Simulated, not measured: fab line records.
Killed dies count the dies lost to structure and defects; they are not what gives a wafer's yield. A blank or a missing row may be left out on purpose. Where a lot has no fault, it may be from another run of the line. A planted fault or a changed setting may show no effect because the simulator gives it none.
Which tool is to blame? || flow sky130 || 11 lots with 33 wafers sampled at 4 steps, on a route of 708 steps

== WHAT EACH GAUGE READ, for each wafer ==
SKY_SONOS_ONO_THK_MEAS_03.
{"lot": "L385", "measured": "day 11 17:32", "on": "filmMetro-01", "SONOS_ONO_CVD_02_THK (nm)": "10.64 10.54 10.65"}
{"lot": "L387", "measured": "day 12 22:11", "on": "filmMetro-01", "SONOS_ONO_CVD_02_THK (nm)": "10.82 10.88 10.84"}
{"lot": "L390", "measured": "day 13 20:13", "on": "filmMetro-03", "SONOS_ONO_CVD_02_THK (nm)": "10.60 10.49 10.45"}
{"lot": "L392", "measured": "day 14 04:47", "on": "filmMetro-01", "SONOS_ONO_CVD_02_THK (nm)": "10.27 10.25 10.32"}
{"lot": "L393", "measured": "day 14 11:44", "on": "filmMetro-03", "SONOS_ONO_CVD_02_THK (nm)": "12.95 13.00 12.94"}
{"lot": "L394", "measured": "day 14 18:55", "on": "filmMetro-04", "SONOS_ONO_CVD_02_THK (nm)": "13.01 13.04 12.98"}
{"lot": "L395", "measured": "day 14 21:25", "on": "filmMetro-03", "SONOS_ONO_CVD_02_THK (nm)": "12.87 12.80 12.92"}
{"lot": "L403", "measured": "day 17 11:43", "on": "filmMetro-04", "SONOS_ONO_CVD_02_THK (nm)": "10.47 10.50 10.34"}
{"lot": "L404", "measured": "day 18 02:14", "on": "filmMetro-01", "SONOS_ONO_CVD_02_THK (nm)": "10.42 10.44 10.44"}
{"lot": "L405", "measured": "day 18 02:13", "on": "filmMetro-03", "SONOS_ONO_CVD_02_THK (nm)": "10.22 10.45 10.31"}
{"lot": "L408", "measured": "day 19 04:58", "on": "filmMetro-04", "SONOS_ONO_CVD_02_THK (nm)": "10.61 10.55 10.55"}

== EACH LOT AND THE TOOL THAT RAN IT (in order: tool; ch and the chambers of the sampled wafers; start) ==
{"lot": "L385", "SKY_VT_ADJUST_LVTN_STRIP_09": "plasmaAsher-03 ch 0,1, day 7 01:19", "SKY_VT_ADJUST_PCH_STRIP_09": "plasmaAsher-04 ch 0, day 10 15:15", "SKY_SONOS_ONO_CVD_02": "lpcvd-02 ch 1, day 11 16:29"}
{"lot": "L387", "SKY_VT_ADJUST_LVTN_STRIP_09": "plasmaAsher-01 ch 0,1, day 8 00:10", "SKY_VT_ADJUST_PCH_STRIP_09": "plasmaAsher-01 ch 0,1, day 11 18:15", "SKY_SONOS_ONO_CVD_02": "lpcvd-02 ch 0, day 12 21:08"}
{"lot": "L390", "SKY_VT_ADJUST_LVTN_STRIP_09": "plasmaAsher-02 ch 0,1, day 8 17:14", "SKY_VT_ADJUST_PCH_STRIP_09": "plasmaAsher-03 ch 0, day 12 12:39", "SKY_SONOS_ONO_CVD_02": "lpcvd-02 ch 0, day 13 17:51"}
{"lot": "L392", "SKY_VT_ADJUST_LVTN_STRIP_09": "plasmaAsher-02 ch 0,1, day 8 21:17", "SKY_VT_ADJUST_PCH_STRIP_09": "plasmaAsher-01 ch 0,1, day 12 19:08", "SKY_SONOS_ONO_CVD_02": "lpcvd-02 ch 1, day 14 03:11"}
{"lot": "L393", "SKY_VT_ADJUST_LVTN_STRIP_09": "plasmaAsher-03 ch 0,1, day 9 06:31", "SKY_VT_ADJUST_PCH_STRIP_09": "plasmaAsher-04 ch 0,1, day 13 05:13", "SKY_SONOS_ONO_CVD_02": "lpcvd-02 ch 0, day 14 10:41"}
{"lot": "L394", "SKY_VT_ADJUST_LVTN_STRIP_09": "plasmaAsher-02 ch 0,1, day 9 14:10", "SKY_VT_ADJUST_PCH_STRIP_09": "plasmaAsher-04 ch 0,1, day 13 12:35", "SKY_SONOS_ONO_CVD_02": "lpcvd-02 ch 0, day 14 17:52"}
{"lot": "L395", "SKY_VT_ADJUST_LVTN_STRIP_09": "plasmaAsher-03 ch 0,1, day 9 16:47", "SKY_VT_ADJUST_PCH_STRIP_09": "plasmaAsher-03 ch 0,1, day 13 17:04", "SKY_SONOS_ONO_CVD_02": "lpcvd-02 ch 1, day 14 20:22"}
{"lot": "L403", "SKY_VT_ADJUST_LVTN_STRIP_09": "plasmaAsher-02 ch 0,1, day 11 20:46", "SKY_VT_ADJUST_PCH_STRIP_09": "plasmaAsher-04 ch 0,1, day 16 04:04", "SKY_SONOS_ONO_CVD_02": "lpcvd-02 ch 0, day 17 10:39"}
{"lot": "L404", "SKY_VT_ADJUST_LVTN_STRIP_09": "plasmaAsher-02 ch 0,1, day 12 08:03", "SKY_VT_ADJUST_PCH_STRIP_09": "plasmaAsher-03 ch 0,1, day 16 17:11", "SKY_SONOS_ONO_CVD_02": "lpcvd-02 ch 1, day 18 01:10"}
{"lot": "L405", "SKY_VT_ADJUST_LVTN_STRIP_09": "plasmaAsher-03 ch 0,1, day 12 08:04", "SKY_VT_ADJUST_PCH_STRIP_09": "plasmaAsher-04 ch 0, day 16 17:19", "SKY_SONOS_ONO_CVD_02": "lpcvd-02 ch 0, day 18 01:10"}
{"lot": "L408", "SKY_VT_ADJUST_LVTN_STRIP_09": "plasmaAsher-01 ch 0,1, day 13 06:03", "SKY_VT_ADJUST_PCH_STRIP_09": "plasmaAsher-01 ch 0,1, day 17 18:57", "SKY_SONOS_ONO_CVD_02": "lpcvd-02 ch 1, day 19 03:53"}
- SKY_VT_ADJUST_LVTN_STRIP_09: strips in O2/N2.
- SKY_VT_ADJUST_PCH_STRIP_09: strips in O2/N2.
- SKY_SONOS_ONO_CVD_02: deposits Si3N4 from DCS/NH3, target thk 10.5 nm, time 180 s.

== THE ANSWER, worked out from the rows above alone ==
Rule: the lots themselves supply what counts as usual. Put in order of their means at a reading, lots are off if they are a third of the lots or fewer, leave a main group of 4 or more, and stand apart from it by a gap of 3 or more times the standard deviation of the main group's means; of several such gaps the widest counts. The tables above print the reading to a certain number of digits; a main group whose means all agree to those digits is not used. A lot without any number at a reading at which 4 lots or more have one is off too. All remaining lots with rows at the step are treated as sound.
Off: L393, L394, L395, at SKY_SONOS_ONO_THK_MEAS_03 (SONOS_ONO_CVD_02_THK). For the main group the mean is 10.50 nm and the standard deviation 0.17.
If a tool, at a process step before that reading, ran all the lots that are off and no sound lot after the first of them, it fits. Gauges at SKY_SONOS_ONO_THK_MEAS_03: tried the same way as those tools. Of those tried, none fits.

== WHAT THE SIMULATOR PUT IN ==
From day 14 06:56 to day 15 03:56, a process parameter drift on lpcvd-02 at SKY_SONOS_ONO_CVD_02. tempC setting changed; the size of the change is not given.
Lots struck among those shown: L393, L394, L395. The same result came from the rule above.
